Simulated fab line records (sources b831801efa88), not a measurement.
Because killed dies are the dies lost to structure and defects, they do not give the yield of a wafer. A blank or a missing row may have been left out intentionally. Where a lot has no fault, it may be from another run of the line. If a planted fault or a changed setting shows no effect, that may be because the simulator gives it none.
A struck lot beside a sound one    flow sky130    21 steps out of a route of 708
Sound: the wafers L361.2, L361.4, L361.6. Wafers L363.2, L363.3, L363.5 were the ones struck. At the end, the cause is stated.
At each step with rows: each side's tool, then ch and its chambers, then its first start. Under that, the readings that differ: sound wafers    struck wafers    difference of the means    sigmas: that difference in standard deviations of wafers without a fault.
alike: a reading whose means differ by less than 2 such deviations, as well as words and numbers matching on both sides. not compared: withheld readings; readings where some wafer has no value; bounds like >300 that might hide an equal value; numbers whose values overlap and for which the record gives no deviation.
The two part at a step that has a row with sigmas, a row that says differs or no value, or rows on one side only. Numbers that don't overlap but have no deviation are shown without sigmas and don't part them. Lack of a reading on every wafer of one side parts them only where that side has two or more wafers.

first, 4 steps without rows for these wafers: SKY_VT_ADJUST_PCH_SOFTBAKE_03; SKY_VT_ADJUST_PCH_EXPOSE_04 (exposes mask NWM, target cd 840 nm); SKY_VT_ADJUST_PCH_PEB_05; SKY_VT_ADJUST_PCH_DEVELOP_06 (develop time 60 s).
SKY_VT_ADJUST_PCH_OVL_MEAS_07:
  sound: overlay-02 at day 11 06:22; struck: overlay-01 at day 12 00:52
reading                 sound           struck       difference  sigmas
VT_ADJUST_PCH_OVL (nm)  -2.7 -1.1 -3.9  1.9 0.7 0.2  +3.5        +3
following that, these wafers have no rows for 1 step: SKY_VT_ADJUST_PCH_IMPLANT_08.
SKY_VT_ADJUST_PCH_STRIP_09: strips in O2/N2.
  sound on plasma_asher-04 ch 0,1, day 11 06:32; struck on plasma_asher-03 ch 0,1, day 12 01:02
  alike: chamber_pressure_mTorr, drypump_motor_current_A, oes_product_au, strip_time_to_endpoint_s
  not compared: rf_hours_counter_h
SKY_VT_ADJUST_PCH_TW_MEAS_10:
  sound: film_metro-02 at day 11 06:39; struck: film_metro-03 at day 12 01:09
  alike: VT_ADJUST_PCH_TW
then, 4 steps without rows for these wafers: SKY_SONOS_TUNNEL_DEHYDRATE_00 (time 60 s); SKY_SONOS_TUNNEL_HMDS_01 (prime time 60 s); SKY_SONOS_TUNNEL_COAT_02 (resist thk 1140 nm); SKY_SONOS_TUNNEL_SOFTBAKE_03 (time 60 s).
SKY_SONOS_TUNNEL_EXPOSE_04: exposes mask TUNM, target cd 410 nm.
  sound on iline_stepper-01 ch 0, day 11 17:29; struck on iline_stepper-01 ch 0, day 12 12:11
reading  sound                 struck             difference  sigmas
mask     TUNM#0 TUNM#0 TUNM#0  NWM#0 NWM#0 NWM#0  differs     
then, 2 steps without rows for these wafers: SKY_SONOS_TUNNEL_PEB_05; SKY_SONOS_TUNNEL_DEVELOP_06 (develop time 60 s).
SKY_SONOS_TUNNEL_CD_MEAS_07 targets a cd of 410 nm.
  sound: cd_sem-01 at day 12 04:29; struck: cd_sem-02 at day 13 00:17
reading     sound              struck  difference                     sigmas
cd_nm (nm)  412.2 413.8 413.1  - - -   no value on the struck wafers  
SKY_SONOS_TUNNEL_OVL_MEAS_08:
  sound: overlay-02 at day 12 04:36; struck: overlay-01 at day 13 00:24
reading                sound           struck  difference                     sigmas
SONOS_TUNNEL_OVL (nm)  -1.2 -0.9 -1.9  - - -   no value on the struck wafers  
then, 3 steps without rows for these wafers: SKY_SONOS_TUNNEL_IMPLANT_09; SKY_SONOS_TUNNEL_WET_ETCH_10 (etches SiO2 in dHF, target depth 14 nm, time 280 s); SKY_SONOS_TUNNEL_STRIP_11 (strips in SPM, time 600 s).
SKY_SONOS_TUNNEL_TW_MEAS_12:
  sound: film_metro-02 at day 12 05:03; struck: film_metro-04 at day 13 01:06
reading          sound              struck          difference  sigmas
SONOS_TUNNEL_TW  196.8 196.9 196.9  30.1 30.1 29.8  -166.9      -99 or more
  not compared: hold

== WHERE THEY PART ==
First at SKY_VT_ADJUST_PCH_OVL_MEAS_07; last, within this record, at SKY_SONOS_TUNNEL_TW_MEAS_12.

WHY: the cause the simulator had injected
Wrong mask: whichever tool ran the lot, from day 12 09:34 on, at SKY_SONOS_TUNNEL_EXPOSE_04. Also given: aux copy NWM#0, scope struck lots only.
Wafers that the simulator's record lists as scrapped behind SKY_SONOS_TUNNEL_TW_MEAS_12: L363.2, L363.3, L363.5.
